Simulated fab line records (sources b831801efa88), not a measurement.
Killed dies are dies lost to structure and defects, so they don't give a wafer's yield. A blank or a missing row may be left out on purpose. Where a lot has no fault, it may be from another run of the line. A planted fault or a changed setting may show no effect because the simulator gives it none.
The tool behind it: which one? || flow sfqLine || 21 wafers from 7 lots sampled at 5 of the route's 325 steps

## WHAT THE GAUGES SHOWED, per wafer
SFQ_I3_OVL_MEAS_923.
{"lot": "L772", "measured": "day 31 10:11", "on": "overlay-01", "I3_OVL (nm)": "4 -4 -3"}
{"lot": "L776", "measured": "day 40 05:39", "on": "overlay-02", "I3_OVL (nm)": "-4 6 -1"}
{"lot": "L786", "measured": "day 49 06:40", "on": "overlay-02", "I3_OVL (nm)": "5 12 9"}
{"lot": "L788", "measured": "day 50 06:36", "on": "overlay-01", "I3_OVL (nm)": "-2 -3 -7"}
{"lot": "L790", "measured": "day 51 08:13", "on": "overlay-02", "I3_OVL (nm)": "8 7 5"}
{"lot": "L792", "measured": "day 51 15:09", "on": "overlay-01", "I3_OVL (nm)": "0 -1 -10"}
{"lot": "L794", "measured": "day 52 00:52", "on": "overlay-02", "I3_OVL (nm)": "-8 -5 -7"}

## EACH LOT AND THE TOOL THAT RAN IT (in order: tool; ch and the chambers of the sampled wafers; start)
{"lot": "L772", "SFQ_TRILAYER_M2_BARC_OPEN_METAL_ETCH_077": "rieMetal-03 ch 0,1, day 24 20:00", "SFQ_TRILAYER_M2_STRIP_STRIP_061": "rieMetal-03 ch 0,1, day 24 20:11", "SFQ_TRILAYER_I3_CMP_CMP_082": "cmp-01 ch 0,2,3, day 31 03:37", "SFQ_TRILAYER_I3_METRO_MEASURE_083": "filmMetro-02, day 31 06:44"}
{"lot": "L776", "SFQ_TRILAYER_M2_BARC_OPEN_METAL_ETCH_077": "rieMetal-01 ch 0,1, day 27 12:10", "SFQ_TRILAYER_M2_STRIP_STRIP_061": "rieMetal-01 ch 0,1, day 27 12:32", "SFQ_TRILAYER_I3_CMP_CMP_082": "cmp-02 ch 1,3, day 39 23:34", "SFQ_TRILAYER_I3_METRO_MEASURE_083": "filmMetro-04, day 40 02:35"}
{"lot": "L786", "SFQ_TRILAYER_M2_BARC_OPEN_METAL_ETCH_077": "rieMetal-01 ch 0,1, day 36 08:40", "SFQ_TRILAYER_M2_STRIP_STRIP_061": "rieMetal-01 ch 0,1, day 36 08:50", "SFQ_TRILAYER_I3_CMP_CMP_082": "cmp-01 ch 0,1,2, day 48 23:58", "SFQ_TRILAYER_I3_METRO_MEASURE_083": "filmMetro-02, day 49 03:05"}
{"lot": "L788", "SFQ_TRILAYER_M2_BARC_OPEN_METAL_ETCH_077": "rieMetal-01 ch 1, day 37 10:28", "SFQ_TRILAYER_M2_STRIP_STRIP_061": "rieMetal-01 ch 1, day 37 10:40", "SFQ_TRILAYER_I3_CMP_CMP_082": "cmp-01 ch 1,2, day 50 00:02", "SFQ_TRILAYER_I3_METRO_MEASURE_083": "filmMetro-04, day 50 03:09"}
{"lot": "L790", "SFQ_TRILAYER_M2_BARC_OPEN_METAL_ETCH_077": "rieMetal-02 ch 0,1, day 38 00:17", "SFQ_TRILAYER_M2_STRIP_STRIP_061": "rieMetal-02 ch 0,1, day 38 00:38", "SFQ_TRILAYER_I3_CMP_CMP_082": "cmp-02 ch 0,2,3, day 50 13:56", "SFQ_TRILAYER_I3_METRO_MEASURE_083": "filmMetro-04, day 50 16:58"}
{"lot": "L792", "SFQ_TRILAYER_M2_BARC_OPEN_METAL_ETCH_077": "rieMetal-03 ch 0,1, day 38 20:40", "SFQ_TRILAYER_M2_STRIP_STRIP_061": "rieMetal-03 ch 0,1, day 38 20:50", "SFQ_TRILAYER_I3_CMP_CMP_082": "cmp-02 ch 2,3, day 51 08:34", "SFQ_TRILAYER_I3_METRO_MEASURE_083": "filmMetro-04, day 51 11:53"}
{"lot": "L794", "SFQ_TRILAYER_M2_BARC_OPEN_METAL_ETCH_077": "rieMetal-03 ch 0, day 39 13:07", "SFQ_TRILAYER_M2_STRIP_STRIP_061": "rieMetal-03 ch 0, day 39 13:17", "SFQ_TRILAYER_I3_CMP_CMP_082": "cmp-02 ch 1,2,3, day 51 18:04", "SFQ_TRILAYER_I3_METRO_MEASURE_083": "filmMetro-01, day 51 20:41"}
- SFQ_TRILAYER_M2_BARC_OPEN_METAL_ETCH_077: etches BARC in O2, target depth 125 nm, time 41.7 s.
- SFQ_TRILAYER_M2_STRIP_STRIP_061: strips in O2.
- SFQ_TRILAYER_I3_CMP_CMP_082: polishes SiO2.
- SFQ_TRILAYER_I3_METRO_MEASURE_083

## THE ANSWER, worked out from the rows above alone
Rule: the lots themselves supply what counts as usual. The widest of any qualifying gaps counts: lots, ordered by their means at a reading, are off when they make up no more than a third of the lots, leave a main group of 4 or more, and stand apart from it by 3 or more times the standard deviation of that group's means. If all means in a main group match to the digits the tables above print for the reading, that group is not used. A lot without any number at a reading at which 4 lots or more have one is off too. Any other lot the step has rows for is counted as sound.
Nothing can be told from this: no lot is off at any reading shown.

## WHAT THE SIMULATOR PUT IN
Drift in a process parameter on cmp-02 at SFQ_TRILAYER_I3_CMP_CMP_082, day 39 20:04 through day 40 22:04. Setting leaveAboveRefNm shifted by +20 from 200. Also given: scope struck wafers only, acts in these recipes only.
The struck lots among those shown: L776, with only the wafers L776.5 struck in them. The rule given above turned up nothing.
